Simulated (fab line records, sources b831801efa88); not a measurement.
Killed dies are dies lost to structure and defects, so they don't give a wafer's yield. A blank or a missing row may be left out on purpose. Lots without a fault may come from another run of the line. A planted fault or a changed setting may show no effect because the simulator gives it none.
fab line records | flow gf180mcu
record lots=7 wafers=21 last_day=33
route steps=602 shown V5@554
lots that met no fault: from a run of the same line without faults
start_h: hours from the record's first day to the start of the lot's first wafer shown | wait_h: hours since the lot's step before | " the same as in the row above | L1.1+2: a row that stands for several wafers | - no value, or no start given | * or withheld: withheld | < > ~ a bound
route shown NAME@n: a module of which the file shows steps, and the number in the route of the first | usual: mean/standard deviation of fault-free wafers | same: alike in all rows | chamber/n: place in a boat | sites: the reading at each site | _std_site: their standard deviation | _edge_site: outer sites' mean less inner sites' | radius_mm: how far each site lies from the wafer's centre | mask NAME#n: copy n | behind: the tool/chamber that last shaped the wafer | hold: why the lot was held/for how many hours/how that ended | device: the transistor (n, p or np) that didn't switch | end of line: the same wafers' tests at the end of the route | a step without rows: its recipe alone | killed: dies lost to structure and defects at the first sort, not the wafer's yield | map: a wafer's dies, x killed, . not, _ none there
set.NAME: the setting as run; set.NAME@STEP: as run at that earlier step | model.NAME: the simulator's own value behind a step, which no gauge read
lots at some steps of the route; a table a step, a row a wafer
services: from which hour (start_h, from the record's first day; less than 0 if before it) a tool's chamber was out of use, for how many hours, and why
## steps
# step GF_V5_CD_MEAS_14
# recipe target_cd_nm=260
# usual cd_nm=260.4/1.1
# columns lot.wafer tool chamber start_h wait_h cd_nm
L608.4 cd_sem-02 - 678.29 0.1 259.4
L608.5 " - " " 259.6
L608.6 " - " " 260.4
L610.1 cd_sem-02 - 688.08 0.1 261.2
L610.2 " - " " 261.0
L610.3 " - " " 262.5
L611.1 cd_sem-02 - 702.23 0.1 260.0
L611.4 " - " " 259.7
L611.5 " - " " 259.6
L612.1 cd_sem-02 - 708.08 0.1 261.1
L612.4 " - " " 261.5
L612.5 " - " " 259.9
L617.2 cd_sem-01 - 734.18 0.1 260.1
L617.3 " - " " 260.7
L617.6 " - " " 260.3
L621.1 cd_sem-01 - 755.56 0.2 261.0
L621.2 " - " " 260.6
L621.6 " - " " 259.8
L622.1 cd_sem-02 - 759.88 0.1 261.3
L622.3 " - " " 261.2
L622.6 " - " " 261.5
# step GF_V5_OVL_MEAS_15
# usual V5_OVL=2/5.7
# columns lot.wafer tool chamber start_h wait_h V5_OVL[nm]
L608.4 overlay-02 - 678.37 0.1 1
L608.5 " - " " 4
L608.6 " - " " 5
L610.1 overlay-01 - 688.20 0.1 4
L610.2 " - " " 17
L610.3 " - " " -6
L611.1 overlay-01 - 702.35 0.1 -7
L611.4 " - " " 0
L611.5 " - " " 3
L612.1 overlay-01 - 708.20 0.1 2
L612.4 " - " " 6
L612.5 " - " " 1
L617.2 overlay-02 - 734.29 0.1 9
L617.3 " - " " -3
L617.6 " - " " -3
L621.1 overlay-02 - 755.68 0.1 7
L621.2 " - " " 3
L621.6 " - " " 2
L622.1 overlay-01 - 760.00 0.1 1
L622.3 " - " " -1
L622.6 " - " " 3
# step GF_V5_ETCH_16
# recipe chemistry=N2/H2 target_depth_a=withheld overetch_a=withheld time_s=withheld target=BARC ion_energy_ev=200 source_w=500 bias_w=100 pressure_mtorr=30 n2_flow_sccm=100 h2_flow_sccm=200
# step GF_V5_ETCH_17
# recipe chemistry=C4F8/O2/Ar mask_material=KrF target=SiO2 stop_on=TiN source_w=1500 bias_w=1200 pressure_mtorr=40 c4f8_flow_sccm=withheld O2_flow_sccm=6 Ar_flow_sccm=300 time_s=withheld target_depth_a=8550
# usual oes_product_au=0.851/0.0043
# columns lot.wafer tool chamber start_h wait_h oes_product_au
L608.4 rie_diel-03 1 - - 0.851
L608.5 " 1 " " 0.850
L608.6 " 0 " " 0.842
L610.1 rie_diel-03 3 - - 0.851
L610.2 " 0 " " 0.855
L610.3 " 2 " " 0.848
L611.1 rie_diel-03 2 - - 0.846
L611.4 " 2 " " 0.853
L611.5 " 0 " " 0.855
L612.1 rie_diel-04 3 - - 0.844
L612.4 " 2 " " 0.850
L612.5 " 2 " " 0.847
L617.2 rie_diel-04 2 - - 0.854
L617.3 " 3 " " 0.853
L617.6 " 1 " " 0.848
L621.1 rie_diel-04 2 - - 0.850
L621.2 " 3 " " 0.845
L621.6 " 3 " " 0.852
L622.1 rie_diel-03 3 - - 0.855
L622.3 " 1 " " 0.849
L622.6 " 0 " " 0.855
# step GF_V5_STRIP_18
# recipe chemistry=O2/N2 power_w=1400 pressure_mtorr=1500 platen_temp_c=250 o2_flow_sccm=3000 n2_flow_sccm=300 overash_fraction=0.5
# usual drypump_motor_current_A=6.0/0.37 heater_power_w=324/23 oes_product_au=0.570/0.0051
# columns lot.wafer tool chamber start_h wait_h drypump_motor_current_A heater_power_w oes_product_au rf_hours_counter_h
L608.4 plasma_asher-02 1 678.58 - 6.6 360 0.568 -
L608.5 " 1 " " 6.6 365 0.575 -
L608.6 " 0 " " 5.5 316 0.574 -
L610.1 plasma_asher-04 0 688.39 - 6.3 357 0.568 94
L610.2 " 1 " " 5.9 337 0.579 94
L610.3 " 0 " " 6.3 351 0.571 -
L611.1 plasma_asher-03 0 702.54 - 5.7 322 0.568 62
L611.4 " 1 " " 6.0 300 0.567 -
L611.5 " 0 " " 5.8 316 0.576 -
L612.1 plasma_asher-02 1 708.39 - 6.6 359 0.570 97
L612.4 " 0 " " 5.4 309 0.572 -
L612.5 " 1 " " 6.6 354 0.572 -
L617.2 plasma_asher-03 1 734.47 - 6.0 306 0.569 65
L617.3 " 1 " " 6.1 299 0.566 -
L617.6 " 1 " " 6.1 304 0.563 -
L621.1 plasma_asher-03 0 755.87 - 5.7 317 0.575 68
L621.2 " 1 " " 6.0 304 0.574 68
L621.6 " 0 " " 5.7 317 0.576 -
L622.1 plasma_asher-03 0 760.19 - 5.7 305 0.568 68
L622.3 " 1 " " 6.1 306 0.575 -
L622.6 " 1 " " 6.0 307 0.571 -
# step GF_V5_STRIP_19
# recipe chemistry=post_etch_residue_remover time_s=1200 temp_c=72.5
# step GF_V5_CLEAN_20
# recipe chemistry=DIW dry=n2_spin
# step GF_V5_SPUTTER_21
# recipe material=Ti target_thk_nm=15 chamber_pressure_pa=5 power_w=2500 substrate_temp_c=200 time_s=80.02
# usual throttle_valve_pct=30.0/0.96
# columns lot.wafer tool chamber start_h wait_h throttle_valve_pct
L608.4 pvd_sputter-02 - 679.08 0.0 30.8
L608.5 " - " " 31.7
L608.6 " - " " 29.1
L610.1 pvd_sputter-01 - 688.96 0.0 30.1
L610.2 " - " " 31.3
L610.3 " - " " 29.5
L611.1 pvd_sputter-04 - 703.08 0.0 29.4
L611.4 " - " " 28.8
L611.5 " - " " 29.6
L612.1 pvd_sputter-04 - 708.92 0.0 28.9
L612.4 " - " " 29.6
L612.5 " - " " 29.4
L617.2 pvd_sputter-04 - 735.00 0.0 29.6
L617.3 " - " " 29.7
L617.6 " - " " 29.4
L621.1 pvd_sputter-04 - 756.40 0.0 31.8
L621.2 " - " " 29.7
L621.6 " - " " 30.1
L622.1 pvd_sputter-02 - 760.72 0.0 31.0
L622.3 " - " " 31.5
L622.6 " - " " 28.9
# step GF_V5_SPUTTER_22
# recipe material=TiN target_thk_nm=10 chamber_pressure_pa=5 power_w=4000 time_s=40
# usual throttle_valve_pct=30.0/0.98
# columns lot.wafer tool chamber start_h wait_h throttle_valve_pct
L608.4 pvd_sputter-02 - 679.14 0.0 31.0
L608.5 " - " " 31.6
L608.6 " - " " 29.1
L610.1 pvd_sputter-01 - 689.02 0.0 29.9
L610.2 " - " " 31.4
L610.3 " - " " 29.5
L611.1 pvd_sputter-04 - 703.14 0.0 29.5
L611.4 " - " " 28.6
L611.5 " - " " 30.0
L612.1 pvd_sputter-04 - 708.98 0.0 28.8
L612.4 " - " " 29.5
L612.5 " - " " 29.3
L617.2 pvd_sputter-04 - 735.06 0.0 29.6
L617.3 " - " " 30.0
L617.6 " - " " 29.6
L621.1 pvd_sputter-04 - 756.47 0.0 31.4
L621.2 " - " " 29.9
L621.6 " - " " 29.8
L622.1 pvd_sputter-02 - 760.78 0.0 31.1
L622.3 " - " " 31.5
L622.6 " - " " 29.1
# step GF_V5_CVD_23
# recipe material=W target_thk_nm=350 time_s=104.9 temp_c=400 pressure_torr=40
# usual heater_power_outer_w=500/19 heater_power_w=831/32
# columns lot.wafer tool chamber start_h wait_h heater_power_outer_w heater_power_w since_wet_clean_h
L608.4 cvd_w-02 1 679.21 0.1 536 858 -
L608.5 " 0 " " 499 779 -
L608.6 " 1 " " 531 857 -
L610.1 cvd_w-02 0 689.06 0.0 483 792 285
L610.2 " 1 " " 530 861 285
L610.3 " 0 " " 481 771 -
L611.1 cvd_w-01 1 703.19 0.0 492 822 799
L611.4 " 1 " " 496 795 -
L611.5 " 0 " " 473 849 -
L612.1 cvd_w-02 0 709.02 0.0 494 789 305
L612.4 " 0 " " 479 822 -
L612.5 " 0 " " 490 788 -
L617.2 cvd_w-02 0 735.10 0.0 473 780 331
L617.3 " 0 " " 489 795 -
L617.6 " 1 " " 523 880 -
L621.1 cvd_w-02 1 756.50 0.0 537 890 353
L621.2 " 0 " " 477 812 353
L621.6 " 0 " " 491 800 -
L622.1 cvd_w-01 1 760.82 0.0 491 813 857
L622.3 " 0 " " 501 834 -
L622.6 " 1 " " 513 823 -
# step GF_V5_RS_MEAS_24
# recipe thk_meas_gauge=four-point-probe reads=W_of_V5_CVD_23+TiN_of_V5_SPUTTER_22+Ti_of_V5_SPUTTER_21
# usual V5_W_RS=0.328/0.0042
# columns lot.wafer tool chamber start_h wait_h V5_W_RS[ohm/sq]
L608.4 film_metro-03 - 679.35 0.1 0.332
L608.5 " - " " 0.333
L608.6 " - " " 0.336
L610.1 film_metro-03 - 689.17 0.1 0.327
L610.2 " - " " 0.330
L610.3 " - " " 0.330
L611.1 film_metro-01 - 703.30 0.1 0.319
L611.4 " - " " 0.320
L611.5 " - " " 0.324
L612.1 film_metro-03 - 709.13 0.1 0.324
L612.4 " - " " 0.331
L612.5 " - " " 0.326
L617.2 film_metro-02 - 735.24 0.1 0.330
L617.3 " - " " 0.332
L617.6 " - " " 0.329
L621.1 film_metro-03 - 756.62 0.1 0.331
L621.2 " - " " 0.331
L621.6 " - " " 0.327
L622.1 film_metro-01 - 760.93 0.1 0.328
L622.3 " - " " 0.334
L622.6 " - " " 0.325
# step GF_V5_THK_MEAS_25
# recipe thk_meas_gauge=xrf reads=W_of_V5_CVD_23
# usual V5_W_THK=358/8.8
# columns lot.wafer tool chamber start_h wait_h V5_W_THK[nm]
L608.4 film_metro-03 - 679.44 0.1 344
L608.5 " - " " 343
L608.6 " - " " 341
L610.1 film_metro-03 - 689.29 0.1 350
L610.2 " - " " 349
L610.3 " - " " 348
L611.1 film_metro-01 - 703.42 0.1 372
L611.4 " - " " 370
L611.5 " - " " 368
L612.1 film_metro-03 - 709.25 0.1 355
L612.4 " - " " 346
L612.5 " - " " 351
L617.2 film_metro-02 - 735.35 0.1 358
L617.3 " - " " 357
L617.6 " - " " 358
L621.1 film_metro-03 - 756.74 0.1 345
L621.2 " - " " 347
L621.6 " - " " 350
L622.1 film_metro-01 - 761.05 0.1 367
L622.3 " - " " 361
L622.6 " - " " 371
# step GF_V5_CMP_26
# recipe stop_on=SiO2 down_force_psi=3.5 platen_rpm=60 t_overpolish_s=15 target_thk_nm=0 pad_velocity_m_s=0.94248
# usual edge_zone_pressure_frac=1.000/0.0049 head_pressure_psi=3.500/0.0081 motor_current_A=10.5/0.84 overpolish_run_s=15.000/0.0085 slurry_filter_dp_kPa=13.48/0.13 time_to_endpoint_s=85/4.4
# columns lot.wafer tool chamber start_h wait_h edge_zone_pressure_frac head_pressure_psi motor_current_A overpolish_run_s slurry_filter_dp_kPa time_to_endpoint_s model.W_of_V5_CVD_23.thk_nm
L608.4 cmp-01 3 679.59 0.1 0.998 3.483 10.9 14.993 13.35 89 0
L608.5 " 2 " " 1.012 3.507 11.3 15.010 13.41 85 0
L608.6 " 3 " " 0.998 3.501 10.7 15.005 13.45 91 0
L610.3 cmp-02 2 689.35 0.0 - - - - - - 347.5
L610.2 " 3 " " - - - - - - 348.1
L610.1 " 0 " " - - - - - - 350
L611.4 cmp-02 3 703.48 0.0 - - - - - - 357.4
L611.1 " 2 " " - - - - - - 359.2
L611.5 " 0 " " - - - - - - 352.7
L612.1 cmp-02 2 709.36 0.1 - - - - - - 353.9
L612.4 " 3 " " - - - - - - 345.6
L612.5 " 2 " " - - - - - - 350.9
L617.2 cmp-01 0 735.40 0.0 0.999 3.512 9.5 15.005 13.54 83 0
L617.3 " 3 " " 1.007 3.514 11.1 15.001 13.31 85 0
L617.6 " 1 " " 0.994 3.502 11.1 14.988 13.23 81 0
L621.1 cmp-01 0 756.85 0.1 1.007 3.508 9.5 15.000 13.68 82 0
L621.2 " 2 " " 1.001 3.504 11.7 15.002 13.65 81 0
L621.6 " 3 " " 1.009 3.514 10.1 14.999 13.65 87 0
L622.3 cmp-02 2 761.21 0.1 1.000 3.499 9.8 14.982 13.48 79 0
L622.1 " 3 " " 1.004 3.512 9.4 14.996 13.51 78 0
L622.6 " 0 " " 1.005 3.493 11.5 14.981 13.55 85 0
## services
# columns tool chamber start_h hours kind
rie_diel-03 - 655.83 1.2 repair
rie_diel-03 0 659.62 5.5 repair
cmp-01 - 672.08 5.1 pm
cvd_w-01 - 678.19 2.8 repair
cmp-02 - 679.00 1.1 repair
plasma_asher-02 - 680.62 3.0 repair
pvd_sputter-02 3 695.92 - consumable_replace:kit
pvd_sputter-02 3 695.92 18.0 scheduled_down
pvd_sputter-02 3 695.92 18.0 vent_cycle
rie_diel-03 1 701.16 11.3 repair
pvd_sputter-04 0 701.93 - consumable_replace:kit
pvd_sputter-04 0 701.93 18.0 scheduled_down
pvd_sputter-04 0 701.93 18.0 vent_cycle
rie_diel-03 0 712.46 - clean
rie_diel-03 0 712.46 19.2 scheduled_down
rie_diel-03 0 712.46 19.2 vent_cycle
cvd_w-02 1 727.47 3.0 repair
plasma_asher-02 - 736.15 2.8 pm
cmp-02 - 744.21 4.0 pm
rie_diel-04 0 744.73 - clean
rie_diel-04 0 744.73 9.8 scheduled_down
rie_diel-04 0 744.73 9.8 vent_cycle
cmp-02 - 748.21 - consumable_replace:conditioner
cmp-02 - 748.21 - consumable_replace:pad
## key
first_sign step=GF_V5_CMP_26 reading=tool_record direction=missing
effect none on later readings
model_effect step=GF_V5_CMP_26 value=W_of_V5_CVD_23.thk_nm without=0 struck=351.7
met_at GF_V5_CMP_26
struck_wafers L610.1,L610.2,L610.3,L611.1,L611.4,L611.5,L612.1,L612.4,L612.5
later_rows_left_out L610.1,L610.2,L610.3,L611.1,L611.4,L611.5,L612.1,L612.4,L612.5
sort_left_out L610.1,L610.2,L610.3,L611.1,L611.4,L611.5,L612.1,L612.4,L612.5
fault kind=skipped_step_whole tool=cmp-02 chamber=- onset_h=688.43 steps=GF_V5_CMP_26 scope=struck_lots_only
# sort_left_out: the simulated sort isn't trusted on such a fault, so these wafers' sort isn't shown, and their yield isn't known
# later_rows_left_out: the simulator's readings of these wafers behind a module that went badly wrong aren't trusted and aren't shown, but for the sort
